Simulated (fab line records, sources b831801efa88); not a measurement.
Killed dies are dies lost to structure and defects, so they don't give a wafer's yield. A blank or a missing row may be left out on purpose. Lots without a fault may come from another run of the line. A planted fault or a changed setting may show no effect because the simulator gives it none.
Chamber matching | flow sky130 | SKY_CAP2M_CVD_00 on pecvd-03: 3 sister chambers
The step deposits SiO2, target thk 15.5 nm. 6 wafers are shown with their chamber, then 7 later ones without.

WAFERS WITH THEIR CHAMBER
wafer  | chamber | heater_power_w (W) | rf_fwd_power_W (W)
L081.1 | 1       | 758                | 443.5
L081.4 | 2       | 613                | 441.3
L085.5 | 0       | 774                | 444.5
L085.6 | 2       | 610                | 439.8
L087.3 | 0       | 825                | 445.0
L087.4 | 1       | 735                | 442.7

WAFERS WITHOUT THEIR CHAMBER
wafer  | heater_power_w (W) | rf_fwd_power_W (W)
L087.6 | 837                | 446.1
L089.2 | 728                | 442.7
L089.4 | 825                | 441.3
L089.5 | 614                | 440.8
L093.1 | 580                | 440.1
L093.2 | 852                | 441.3
L093.3 | 620                | 440.8

WHICH CHAMBER EACH WENT THROUGH
wafer  | from the rows above     | in truth
L087.6 | 0                       | 0
L089.2 | 1                       | 1
L089.4 | can't be placed: 1 or 0 | 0
L089.5 | 2                       | 2
L093.1 | 2                       | 2
L093.2 | can't be placed: 1 or 0 | 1
L093.3 | 2                       | 2
Placed correctly: 5 of 7. Can't be placed from these rows: 2 (the true chamber is among the candidates in 2). Placed wrongly: 0.
How it was worked out, from the rows above alone: a wafer's distance from a chamber is the root of the sum, over the readings, of the square of ((its reading less the chamber's mean) divided by the reading's scatter). The wafer belongs to the nearest chamber; if the next one is less than 2 further off, it can't be placed. A chamber's mean is the mean of its shown wafers. The scatter: the root of (the sum of the squares of (reading less its chamber's mean) over the shown wafers, divided by (wafers less chambers)).
